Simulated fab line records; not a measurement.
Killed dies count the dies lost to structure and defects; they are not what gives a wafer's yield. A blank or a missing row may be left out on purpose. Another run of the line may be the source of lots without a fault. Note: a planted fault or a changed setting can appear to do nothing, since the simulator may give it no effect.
Which tool did it? + flow sky130 + 6 lots, 18 wafers sampled, at 2 steps of a route of 708

## WHAT THE GAUGES SHOWED, per wafer
SKY_VIA4_THK_MEAS_20: measures by xrf.
| lot  | measured     | on            | VIA4_W_THK (nm) |
|------|--------------|---------------|-----------------|
| L606 | day 43 02:10 | film-metro-04 | 499 506 510     |
| L608 | day 43 12:18 | film-metro-01 | 512 514 507     |
| L611 | day 45 01:27 | film-metro-03 | 505 511 511     |
| L614 | day 45 12:57 | film-metro-04 | 490 492 496     |
| L617 | day 46 12:22 | film-metro-04 | 503 499 507     |
| L622 | day 47 03:40 | film-metro-01 | 497 493 502     |

## EACH LOT AND THE TOOL THAT RAN IT (in order: tool; ch and the chambers of the sampled wafers; start)
| lot  | SKY_METAL2_CLEAN_23             |
|------|---------------------------------|
| L606 | wet-bench-04 ch 0, day 35 12:22 |
| L608 | wet-bench-01 ch 0, day 35 22:37 |
| L611 | wet-bench-04 ch 3, day 37 16:10 |
| L614 | wet-bench-01 ch 1, day 38 07:31 |
| L617 | wet-bench-01 ch 1, day 39 12:53 |
| L622 | wet-bench-01 ch 0, day 40 06:10 |
- SKY_METAL2_CLEAN_23: cleans in O3/DIW.

## THE ANSWER, worked out from the rows above alone
Rule: usual is defined by the lots themselves. Put in order of their means at a reading, lots are off if they are a third of the lots or fewer, leave a main group of 4 or more, and stand apart from it by a gap of 3 or more times the standard deviation of the main group's means; of several such gaps the widest counts. The tables above print the reading to a certain number of digits; a main group whose means all agree to those digits is not used. Also off: a lot with no number at a reading for which 4 or more lots have one. The other lots that the step has rows for count as sound.
Across all readings shown, no lot is off: no conclusion can be drawn from this.

## WHAT THE SIMULATOR HAD INSERTED
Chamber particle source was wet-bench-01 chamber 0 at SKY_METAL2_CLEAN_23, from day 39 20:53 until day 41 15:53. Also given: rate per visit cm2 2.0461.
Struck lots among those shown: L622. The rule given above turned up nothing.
